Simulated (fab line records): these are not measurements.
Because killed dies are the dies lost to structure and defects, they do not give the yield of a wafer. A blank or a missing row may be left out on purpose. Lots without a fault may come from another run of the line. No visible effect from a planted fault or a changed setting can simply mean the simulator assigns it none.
fab line records | flow sfq_line
record lots=14 | wafers=40 | last_day=81
route steps=325 shown L0V@16 I4@173 I5@228 M8@318
lots with no fault: from the same line, run without faults
start_h: hours from the record's first day to the start of the lot's first wafer shown | wait_h: time in hours since the lot's previous step | " repeats the value in the row above | L1.1+2: one row covering several wafers at once | - no value present, or no start provided | * or withheld: withheld | < > ~ a bound
route shown NAME@n: NAME is a module with steps in the file, n the number in the route of the first one | usual: the fault-free wafers' mean and standard deviation | same: alike in all rows | chamber/n: place in a boat | sites: the reading at each site | _std_site: their standard deviation | _edge_site: outer sites' mean less inner sites' | radius_mm: how far each site lies from the wafer's centre | mask NAME#n: copy n | behind: the last tool/chamber to shape the wafer | hold: cause of the lot's hold/its duration in hours/its outcome | device: whichever transistor did not switch (one of n, p or np) | end of line: the tests these same wafers got at the end of their route | step lacking rows: just its recipe | killed: count of dies lost to structure and defects at first sort (not the wafer's yield) | map: dies across one wafer; x = killed, . = not, _ = none there
set.NAME: setting as actually run; set.NAME@STEP: the setting as run at that earlier step | model.NAME: the simulator's own value behind a step, which no gauge read
one table for each step of the route and one row for each wafer, over a sample of lots
services: from which hour (start_h, from the record's first day; less than 0 if before it) a tool's chamber was out of use, for how many hours, and why
## steps
# step SFQ_TRILAYER_L0_CAP_PECVD_011
# recipe material=SiO2 | temp_c=150 | time_s=13.333 | pressure_torr=2.4 | rf_w=183.3 | precursor=SiH4/N2O | target_thk_nm=60
# usual heater_power_w=84/7.1 | susceptor_temp_C=150.03/0.14 | throttle_valve_pct=25.4/2.9
lot.wafer | tool     | chamber | start_h | wait_h | heater_power_w | susceptor_temp_C | throttle_valve_pct
L388.2    | pecvd-04 | 2       | 35.26   | 0.0    | 79             | 150.03           | 22.7
L388.4    | "        | 0       | "       | "      | 90             | 150.31           | 22.5
L388.6    | "        | 1       | "       | "      | 68             | 150.03           | 23.7
L389.3    | pecvd-04 | 2       | 37.68   | 0.0    | 77             | 150.15           | 22.6
L389.4    | "        | 2       | "       | "      | 80             | 150.23           | 22.5
L389.5    | "        | 0       | "       | "      | 91             | 150.02           | 22.7
L390.3    | pecvd-03 | 2       | 79.89   | 0.0    | 89             | 150.01           | 27.4
L390.4    | "        | 0       | "       | "      | 87             | 150.00           | 30.3
L390.5    | "        | 1       | "       | "      | 86             | 149.97           | 24.1
L391.1    | pecvd-03 | 1       | 88.84   | 0.0    | 89             | 150.21           | 24.3
L391.5    | "        | 0       | "       | "      | 88             | 149.82           | 30.3
L391.6    | "        | 1       | "       | "      | 84             | 150.15           | 24.1
L393.4    | pecvd-04 | 2       | 109.11  | 0.0    | 77             | 149.88           | 22.5
L393.5    | "        | 1       | "       | "      | 76             | 150.13           | 23.6
L393.6    | "        | 0       | "       | "      | 84             | 149.85           | 22.8
L394.3    | pecvd-01 | 1       | 113.90  | 0.0    | 85             | 150.18           | 23.9
L394.4    | "        | 2       | "       | "      | 78             | 150.08           | 25.7
L394.5    | "        | 0       | "       | "      | 85             | 150.13           | 31.0
L396.1    | pecvd-01 | 2       | 125.18  | 0.0    | 82             | 150.27           | 26.0
L396.2    | "        | 1       | "       | "      | 77             | 149.79           | 24.1
L396.4    | "        | 2       | "       | "      | 80             | 150.26           | 25.7
L398.3    | pecvd-01 | 0       | 138.38  | 0.0    | 87             | 150.05           | 30.8
L398.4    | "        | 0       | "       | "      | 85             | 149.97           | 31.0
L400.3    | pecvd-01 | 0       | 152.76  | 0.0    | 79             | 150.01           | 31.3
L400.6    | "        | 0       | "       | "      | 79             | 150.12           | 31.4
L406.1    | pecvd-04 | 0       | 192.61  | 0.0    | 94             | 150.02           | 22.9
L406.3    | "        | 1       | "       | "      | 68             | 150.10           | 23.9
L406.5    | "        | 2       | "       | "      | 84             | 150.01           | 22.8
L408.2    | pecvd-04 | 2       | 201.01  | 0.0    | 90             | 150.06           | 22.7
L408.4    | "        | 1       | "       | "      | 72             | 149.87           | 23.9
L408.5    | "        | 0       | "       | "      | 96             | 150.03           | 23.0
L409.1    | pecvd-03 | 1       | 208.21  | 0.0    | 85             | 149.93           | 24.1
L409.2    | "        | 2       | "       | "      | 91             | 149.80           | 27.5
L409.3    | "        | 0       | "       | "      | 83             | 150.12           | 30.5
L410.1    | pecvd-04 | 0       | 215.41  | 0.0    | 96             | 149.85           | 22.6
L410.4    | "        | 0       | "       | "      | 95             | 149.81           | 22.7
L410.5    | "        | 1       | "       | "      | 79             | 149.90           | 24.1
L411.2    | pecvd-01 | 1       | 223.81  | 0.0    | 94             | 150.11           | 22.1
L411.4    | "        | 2       | "       | "      | 87             | 149.91           | 23.4
L411.5    | "        | 0       | "       | "      | 83             | 150.05           | 23.2
# step SFQ_TRILAYER_L0_VIA_ETCH_VIA_ETCH_016
# recipe target=SiO2 | stop_on=MoNx_KI | mask_material=PR | chemistry=CHF3 | target_depth_nm=80 | source_w=500 | bias_w=80 | pressure_mtorr=30 | time_s=withheld
# usual drypump_motor_current_A=5.6/0.59 | oes_product_au=0.841/0.0075
lot.wafer | tool        | chamber | start_h | wait_h | drypump_motor_current_A | oes_product_au
L388.2    | rie_diel-04 | 2       | 94.03   | 0.0    | 6.1                     | 0.848
L388.4    | "           | 0       | "       | "      | 6.1                     | 0.849
L388.6    | "           | 0       | "       | "      | 6.1                     | 0.852
L389.3    | rie_diel-01 | 0       | 95.23   | 0.0    | 6.6                     | 0.839
L389.4    | "           | 3       | "       | "      | 4.9                     | 0.841
L389.5    | "           | 0       | "       | "      | 6.5                     | 0.849
L390.3    | rie_diel-02 | 0       | 160.35  | 0.0    | 6.5                     | 0.839
L390.4    | "           | 2       | "       | "      | 5.4                     | 0.846
L390.5    | "           | 3       | "       | "      | 6.3                     | 0.845
L391.1    | rie_diel-01 | 1       | 177.40  | 0.0    | 4.8                     | 0.832
L391.5    | "           | 1       | "       | "      | 4.8                     | 0.841
L391.6    | "           | 2       | "       | "      | 5.1                     | 0.840
L393.4    | rie_diel-01 | 1       | 196.60  | 0.0    | 4.8                     | 0.838
L393.5    | "           | 1       | "       | "      | 4.8                     | 0.841
L393.6    | "           | 2       | "       | "      | 5.2                     | 0.839
L394.3    | rie_diel-02 | 2       | 201.40  | 0.0    | 5.4                     | 0.840
L394.4    | "           | 1       | "       | "      | 5.4                     | 0.829
L394.5    | "           | 2       | "       | "      | 5.4                     | 0.837
L396.1    | rie_diel-01 | 0       | 220.60  | 0.0    | 6.6                     | 0.826
L396.2    | "           | 2       | "       | "      | 5.1                     | 0.830
L396.4    | "           | 3       | "       | "      | 4.9                     | 0.835
L398.3    | rie_diel-04 | 1       | 234.15  | 0.0    | 5.4                     | 0.839
L398.4    | "           | 0       | "       | "      | 6.1                     | 0.804
L400.3    | rie_diel-04 | 1       | 249.77  | 0.0    | 5.4                     | 0.842
L400.6    | "           | 3       | "       | "      | 5.5                     | 0.802
L406.1    | rie_diel-02 | 1       | 294.21  | 0.0    | 5.4                     | 0.837
L406.3    | "           | 0       | "       | "      | 6.4                     | 0.833
L406.5    | "           | 2       | "       | "      | 5.4                     | 0.850
L408.2    | rie_diel-04 | 3       | 307.41  | 0.0    | 5.6                     | 0.827
L408.4    | "           | 0       | "       | "      | 6.1                     | 0.838
L408.5    | "           | 1       | "       | "      | 5.4                     | 0.847
L409.1    | rie_diel-04 | 1       | 314.61  | 0.0    | 5.3                     | 0.843
L409.2    | "           | 0       | "       | "      | 6.2                     | 0.852
L409.3    | "           | 3       | "       | "      | 5.6                     | 0.851
L410.1    | rie_diel-04 | 2       | 319.41  | 0.0    | 6.1                     | 0.843
L410.4    | "           | 3       | "       | "      | 5.6                     | 0.843
L410.5    | "           | 1       | "       | "      | 5.4                     | 0.851
L411.2    | rie_diel-02 | 0       | 329.01  | 0.0    | 6.4                     | 0.838
L411.4    | "           | 2       | "       | "      | 5.4                     | 0.845
L411.5    | "           | 3       | "       | "      | 6.2                     | 0.844
# step SFQ_I4_OVL_MEAS_928
# usual I4_OVL=0/5.2
lot.wafer | tool       | chamber | start_h | wait_h | I4_OVL[nm]
L388.2    | overlay-02 | -       | 877.59  | 0.1    | 12
L388.4    | "          | -       | "       | "      | 6
L388.6    | "          | -       | "       | "      | 5
L389.3    | overlay-02 | -       | 878.79  | 0.1    | 0
L389.4    | "          | -       | "       | "      | -6
L389.5    | "          | -       | "       | "      | -1
L390.3    | overlay-01 | -       | 888.39  | 0.1    | -5
L390.4    | "          | -       | "       | "      | -7
L390.5    | "          | -       | "       | "      | -5
L391.1    | overlay-01 | -       | 904.98  | 0.1    | 1
L391.5    | "          | -       | "       | "      | 4
L391.6    | "          | -       | "       | "      | 4
L393.4    | overlay-01 | -       | 926.54  | 0.1    | -5
L393.5    | "          | -       | "       | "      | -12
L393.6    | "          | -       | "       | "      | -4
L394.3    | overlay-01 | -       | 931.34  | 0.1    | -2
L394.4    | "          | -       | "       | "      | 6
L394.5    | "          | -       | "       | "      | -1
L396.1    | overlay-02 | -       | 1046.70 | 0.1    | -1
L396.2    | "          | -       | "       | "      | 2
L396.4    | "          | -       | "       | "      | 2
L398.3    | overlay-02 | -       | 1092.43 | 0.1    | -9
L398.4    | "          | -       | "       | "      | 0
L400.3    | overlay-01 | -       | 1283.52 | 0.1    | 2
L400.6    | "          | -       | "       | "      | 4
L406.1    | overlay-02 | -       | 1291.90 | 0.1    | 4
L406.3    | "          | -       | "       | "      | 8
L406.5    | "          | -       | "       | "      | 7
L408.2    | overlay-02 | -       | 1296.71 | 0.1    | -1
L408.4    | "          | -       | "       | "      | -5
L408.5    | "          | -       | "       | "      | -1
L409.1    | overlay-02 | -       | 1298.03 | 0.1    | 6
L409.2    | "          | -       | "       | "      | -4
L409.3    | "          | -       | "       | "      | 6
L410.1    | overlay-01 | -       | 1300.75 | 0.1    | 2
L410.4    | "          | -       | "       | "      | 3
L410.5    | "          | -       | "       | "      | -1
L411.2    | overlay-01 | -       | 1302.51 | 0.1    | 0
L411.4    | "          | -       | "       | "      | -4
L411.5    | "          | -       | "       | "      | 0
# step SFQ_TRILAYER_A5C_DEP_PECVD_142
# recipe material=SiO2 | temp_c=150 | time_s=15.556 | pressure_torr=2.4 | rf_w=183.3 | precursor=SiH4/N2O | target_thk_nm=70
# usual heater_power_w=83/9.6 | susceptor_temp_C=150.01/0.15 | throttle_valve_pct=24.1/1
lot.wafer | tool     | chamber | start_h | wait_h | heater_power_w | susceptor_temp_C | throttle_valve_pct
L388.2    | pecvd-03 | 1       | 1109.07 | 0.0    | 86             | 149.87           | 23.0
L388.4    | "        | 0       | "       | "      | 88             | 149.84           | 24.4
L388.6    | "        | 2       | "       | "      | 91             | 150.26           | 23.3
L389.3    | pecvd-04 | 0       | 1110.26 | 0.0    | 93             | 150.13           | 23.2
L389.4    | "        | 0       | "       | "      | 92             | 149.99           | 23.1
L389.5    | "        | 1       | "       | "      | 70             | 150.29           | 25.0
L390.3    | pecvd-02 | 1       | 1111.46 | 0.0    | 80             | 150.20           | 23.3
L390.4    | "        | 0       | "       | "      | 89             | 149.78           | 23.4
L390.5    | "        | 1       | "       | "      | 82             | 150.23           | 23.2
L391.1    | pecvd-03 | 1       | 1112.66 | 0.0    | 88             | 149.91           | 23.3
L391.5    | "        | 0       | "       | "      | 89             | 150.02           | 24.3
L391.6    | "        | 1       | "       | "      | 86             | 150.11           | 23.2
L393.4    | pecvd-03 | 2       | 1116.27 | 0.0    | 75             | 150.10           | 23.2
L393.5    | "        | 1       | "       | "      | 88             | 149.93           | 22.9
L393.6    | "        | 0       | "       | "      | 79             | 150.05           | 24.3
L394.3    | pecvd-04 | 2       | 1118.66 | 0.0    | 87             | 150.19           | 24.0
L394.4    | "        | 2       | "       | "      | 88             | 150.18           | 24.1
L394.5    | "        | 1       | "       | "      | 71             | 149.96           | 25.1
L396.1    | pecvd-02 | 1       | 1128.26 | 0.0    | 83             | 149.80           | 23.5
L396.2    | "        | 2       | "       | "      | 72             | 150.06           | 24.5
L396.4    | "        | 0       | "       | "      | 91             | 149.86           | 23.8
L398.3    | pecvd-04 | 1       | 1153.47 | 0.0    | 78             | 149.99           | 25.5
L398.4    | "        | 2       | "       | "      | 92             | 150.09           | 24.0
L400.3    | pecvd-02 | 0       | 1449.54 | 0.0    | 88             | 150.05           | 25.7
L400.6    | "        | 2       | "       | "      | 59             | 149.83           | 25.1
L406.1    | pecvd-02 | 2       | 1540.63 | 0.0    | 66             | 150.24           | 25.4
L406.3    | "        | 0       | "       | "      | 88             | 150.10           | 26.2
L406.5    | "        | 1       | "       | "      | 91             | 150.05           | 24.3
L408.2    | pecvd-02 | 2       | 1544.23 | 0.0    | 72             | 150.13           | 25.6
L408.4    | "        | 0       | "       | "      | 90             | 149.74           | 26.6
L408.5    | "        | 1       | "       | "      | 81             | 150.20           | 24.1
L409.1    | pecvd-04 | 0       | 1545.43 | 0.0    | 105            | 149.78           | 23.3
L409.2    | "        | 1       | "       | "      | 78             | 150.29           | 24.4
L409.3    | "        | 2       | "       | "      | 88             | 149.98           | 22.7
L410.1    | pecvd-03 | 1       | 1546.63 | 0.0    | 85             | 150.32           | 23.6
L410.4    | "        | 0       | "       | "      | 89             | 149.65           | 25.6
L410.5    | "        | 1       | "       | "      | 82             | 150.28           | 23.8
L411.2    | pecvd-02 | 1       | 1552.63 | 0.0    | 82             | 149.74           | 24.3
L411.4    | "        | 0       | "       | "      | 87             | 149.92           | 26.3
L411.5    | "        | 1       | "       | "      | 83             | 149.74           | 24.0
# step SFQ_M8_OVL_MEAS_948
# usual M8_OVL=3/6.4
lot.wafer | tool       | chamber | start_h | wait_h | M8_OVL[nm]
L388.2    | overlay-02 | -       | 1624.07 | 0.1    | 2
L388.4    | "          | -       | "       | "      | 3
L388.6    | "          | -       | "       | "      | 2
L389.3    | overlay-02 | -       | 1626.48 | 0.1    | 1
L389.4    | "          | -       | "       | "      | 1
L389.5    | "          | -       | "       | "      | -3
L390.3    | overlay-02 | -       | 1627.68 | 0.1    | 6
L390.4    | "          | -       | "       | "      | 1
L390.5    | "          | -       | "       | "      | 10
L391.1    | overlay-02 | -       | 1628.86 | 0.1    | -5
L391.5    | "          | -       | "       | "      | 0
L391.6    | "          | -       | "       | "      | 1
L393.4    | overlay-02 | -       | 1675.63 | 0.1    | 6
L393.5    | "          | -       | "       | "      | 13
L393.6    | "          | -       | "       | "      | 5
L394.3    | overlay-02 | -       | 1679.22 | 0.1    | 2
L394.4    | "          | -       | "       | "      | 5
L394.5    | "          | -       | "       | "      | 0
L396.1    | overlay-01 | -       | 1700.81 | 0.1    | -3
L396.2    | "          | -       | "       | "      | 3
L396.4    | "          | -       | "       | "      | 2
L398.3    | overlay-02 | -       | 1779.11 | 0.1    | -12
L398.4    | "          | -       | "       | "      | -16
L400.3    | overlay-01 | -       | 1788.10 | 0.1    | -2
L400.6    | "          | -       | "       | "      | -6
L406.1    | overlay-01 | -       | 1918.09 | 0.1    | 8
L406.3    | "          | -       | "       | "      | 3
L406.5    | "          | -       | "       | "      | 8
L408.2    | overlay-02 | -       | 1925.29 | 0.1    | 0
L408.4    | "          | -       | "       | "      | 4
L408.5    | "          | -       | "       | "      | -2
L409.1    | overlay-02 | -       | 1930.50 | 0.1    | 0
L409.2    | "          | -       | "       | "      | 1
L409.3    | "          | -       | "       | "      | -1
L410.1    | overlay-02 | -       | 1932.91 | 0.1    | 4
L410.4    | "          | -       | "       | "      | 0
L410.5    | "          | -       | "       | "      | 4
L411.2    | overlay-02 | -       | 1934.11 | 0.1    | 5
L411.4    | "          | -       | "       | "      | 6
L411.5    | "          | -       | "       | "      | 9
## services
tool     | chamber | start_h | hours | kind
pecvd-03 | -       | 36.02   | 2.8   | pm
pecvd-04 | 2       | 92.08   | 11.6  | repair
pecvd-03 | -       | 182.57  | 4.3   | pm
pecvd-04 | -       | 243.69  | 1.3   | repair
pecvd-03 | -       | 309.78  | 0.9   | repair
pecvd-04 | -       | 347.97  | 5.5   | pm
pecvd-04 | -       | 420.78  | 2.8   | pm
pecvd-03 | 0       | 487.79  | 24.3  | repair
pecvd-04 | 0       | 524.80  | 15.1  | repair
pecvd-04 | -       | 536.48  | 14.6  | pm
pecvd-03 | -       | 563.75  | 14.0  | pm
pecvd-04 | -       | 687.21  | 0.8   | repair
pecvd-03 | -       | 694.15  | 1.4   | repair
pecvd-04 | -       | 724.41  | 0.4   | repair
pecvd-04 | 2       | 786.08  | 18.8  | repair
pecvd-04 | 1       | 822.62  | 2.6   | repair
pecvd-04 | -       | 967.26  | 0.9   | repair
pecvd-04 | -       | 1081.93 | 6.0   | pm
pecvd-04 | 2       | 1215.62 | 7.0   | repair
pecvd-04 | 0       | 1252.54 | 9.0   | repair
pecvd-04 | -       | 1316.75 | 14.0  | pm
pecvd-04 | 2       | 1475.70 | 6.8   | repair
pecvd-04 | 2       | 1495.42 | 13.0  | repair
pecvd-04 | -       | 1516.78 | 2.8   | pm
## key
first_sign step=SFQ_TRILAYER_L0_VIA_ETCH_VIA_ETCH_016 | reading=oes_product_au | direction=down | sigmas=5.1 | usual=0.841 | struck=0.803
effect none on later readings
met_at SFQ_TRILAYER_L0_CAP_PECVD_011
struck_lots L398,L400
struck_wafers L398.4,L400.6
not_acting_at SFQ_I4_OVL_MEAS_928,SFQ_TRILAYER_A5C_DEP_PECVD_142,SFQ_M8_OVL_MEAS_948
onset_between 125.18 138.38
fault kind=process_parameter_drift | tool=pecvd-01 | chamber=- | onset_h=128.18 | steps=SFQ_TRILAYER_L0_CAP_PECVD_011 | channel=target_thk_nm | offset=-4.8399 | shape=step | end_h=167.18 | scope=struck_wafers_only | acts_in=these_recipes_only | stated=60
